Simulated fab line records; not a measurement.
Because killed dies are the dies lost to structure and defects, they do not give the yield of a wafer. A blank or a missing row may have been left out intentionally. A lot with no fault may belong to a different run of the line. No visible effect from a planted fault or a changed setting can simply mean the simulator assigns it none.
Which tool was responsible?    flow sfq line    at 1 step of a route of 325, 14 lots with 42 wafers sampled

== WHAT EACH GAUGE READ, for each wafer ==
The record holds no reading of a measuring or inspecting step that can be judged against a usual standard deviation.

== TOOL THAT RAN EACH LOT (tool first, then ch and the chambers of the sampled wafers, then the start) ==
lot   SFQ_TRILAYER_M4_LITHO_COAT_098
L385  litho track-02 ch 0, day 40 23:01
L386  litho track-04 ch 0, day 41 03:46
L388  litho track-04 ch 0, day 41 11:37
L391  litho track-02 ch 0, day 41 19:25
L392  litho track-04 ch 0, day 41 21:13
L393  litho track-04 ch 0, day 42 06:50
L394  litho track-04 ch 0, day 42 12:49
L397  litho track-02 ch 0, day 44 19:47
L399  litho track-03 ch 0, day 44 23:25
L400  litho track-03 ch 0, day 45 00:34
L403  litho track-03 ch 0, day 45 05:25
L404  litho track-02 ch 0, day 50 05:29
L405  litho track-03 ch 0, day 51 05:44
L408  litho track-03 ch 0, day 53 01:47
- SFQ_TRILAYER_M4_LITHO_COAT_098: resist thk 62 nm.

== AS READ BY THE TOOLS THEMSELVES (means over the sampled wafers that have a number; for cases with no such wafer, the mark the record gives instead) ==
SFQ_TRILAYER_M4_LITHO_COAT_098. Usual: chill plate temp C 22.99 C, standard deviation 0.11; spin speed rpm 2999.8 rpm, standard deviation 1.7.
lot   tool            chill plate temp C (C)  spin speed rpm (rpm)  flag
L385  litho track-02  22.89                   2999.2                
L386  litho track-04  23.03                   2999.2                
L388  litho track-04  22.88                   3002.2                
L391  litho track-02  22.90                   2998.8                
L392  litho track-04  22.94                   3001.0                
L393  litho track-04  22.91                   2866.9                OFF
L394  litho track-04  22.93                   2869.7                OFF
L397  litho track-02  22.95                   2999.4                
L399  litho track-03  23.07                   2999.3                
L400  litho track-03  23.14                   2998.5                
L403  litho track-03  22.99                   2999.7                
L404  litho track-02  22.89                   3001.6                
L405  litho track-03  22.99                   3001.5                
L408  litho track-03  23.14                   2998.9                

== THE ANSWER, worked out from the rows above alone ==
Rule: a lot counts as off when the mean over its wafers that have a number is more than 3 standard deviations away from the usual mean. Also off: a lot with no number at a reading for which 4 or more lots have one. The other lots that the step has rows for count as sound. First the gauges in route order, then the tools' own readings, where a lot's mean is used as printed above. The first step at which some lot is off is used, and at that step the reading that is off furthest; a lot without a number counts as furthest.
Off at SFQ_TRILAYER_M4_LITHO_COAT_098 (spin speed rpm): L393, L394.
A tool fits if, at that step or a process step before it, it ran every lot that is off, and no sound lot after the first of them. One fits: SFQ_TRILAYER_M4_LITHO_COAT_098 on litho track-04. A fault onset in the window from L392 (day 41 21:13, its last sound lot) to L393 (day 42 06:50, its first lot off) fits.
The tool's own readings at SFQ_TRILAYER_M4_LITHO_COAT_098 bear it out: on the lots that are off they differ by more than 5 times the standard deviation of the sound lots' means. spin speed rpm reads 2868.3 rpm there against 2999.9 rpm on the sound lots.

== WHAT HAD BEEN PUT IN BY THE SIMULATOR ==
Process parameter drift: litho track-04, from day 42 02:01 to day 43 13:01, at SFQ_TRILAYER_M4_LITHO_COAT_098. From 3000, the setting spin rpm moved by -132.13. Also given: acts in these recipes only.
Shown lots that were struck: L393, L394. Same finding as the rule above.
